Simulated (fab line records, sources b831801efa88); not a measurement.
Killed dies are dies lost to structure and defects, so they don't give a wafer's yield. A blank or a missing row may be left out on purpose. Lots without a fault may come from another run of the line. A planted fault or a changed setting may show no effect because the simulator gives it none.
Chamber matching | flow gf180mcu | GF_PASSIVATION_CVD_00 on pecvd-02: 3 sister chambers
The step deposits SiO2 from TEOS, target thk 1000 nm, time 111.95 s. 33 wafers are shown with their chamber, then 12 later ones without.

WAFERS WITH THEIR CHAMBER
wafer  | chamber | heater_power_w (W)
L074.2 | 0       | 703
L074.3 | 1       | 883
L074.5 | 0       | 553
L075.1 | 1       | 853
L075.2 | 2       | 745
L075.3 | 2       | 604
L075.4 | 1       | 700
L075.5 | 2       | 673
L075.6 | 1       | 807
L076.1 | 0       | 582
L076.2 | 2       | 734
L076.3 | 1       | 749
L076.4 | 0       | 649
L076.5 | 1       | 821
L076.6 | 2       | 767
L078.1 | 2       | 721
L078.2 | 0       | 643
L078.3 | 1       | 816
L078.4 | 0       | 679
L078.5 | 1       | 865
L078.6 | 2       | 745
L080.4 | 0       | 657
L080.5 | 1       | 848
L080.6 | 2       | 597
L083.1 | 0       | 673
L083.4 | 1       | 803
L083.5 | 2       | 728
L084.1 | 0       | 580
L084.2 | 1       | 782
L084.3 | 2       | 751
L084.4 | 1       | 837
L084.5 | 0       | 632
L084.6 | 2       | 601

SIGNATURES (means of the wafers above)
reading        | chamber 0 | chamber 1 | chamber 2 | scatter within a chamber
heater_power_w | 635.10    | 813.67    | 696.91    | 56
Rule: a wafer's distance from a chamber is the root of the sum, over the readings, of the square of ((its reading less the chamber's mean) divided by the reading's scatter). The wafer belongs to the nearest chamber; if the next one is less than 2 further off, it can't be placed. The scatter: the root of (the sum of the squares of (reading less its chamber's mean) over the shown wafers, divided by (wafers less chambers)).

WAFERS WITHOUT THEIR CHAMBER
wafer  | heater_power_w (W)
L085.1 | 699
L085.4 | 745
L085.5 | 722
L087.1 | 701
L087.3 | 785
L087.5 | 860
L091.1 | 885
L091.4 | 685
L091.5 | 739
L096.4 | 584
L096.5 | 554
L096.6 | 869

WHICH CHAMBER EACH WENT THROUGH
wafer  | from the rows above          | in truth
L085.1 | can't be placed: 2 or 0      | 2
L085.4 | can't be placed: 2 or 1 or 0 | 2
L085.5 | can't be placed: 2 or 0 or 1 | 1
L087.1 | can't be placed: 2 or 0 or 1 | 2
L087.3 | can't be placed: 1 or 2      | 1
L087.5 | 1                            | 1
L091.1 | 1                            | 1
L091.4 | can't be placed: 2 or 0      | 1
L091.5 | can't be placed: 2 or 1 or 0 | 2
L096.4 | can't be placed: 0 or 2      | 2
L096.5 | can't be placed: 0 or 2      | 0
L096.6 | 1                            | 1
Placed correctly: 3 of 12. Can't be placed from these rows: 9 (the true chamber is among the candidates in 8). Placed wrongly: 0.
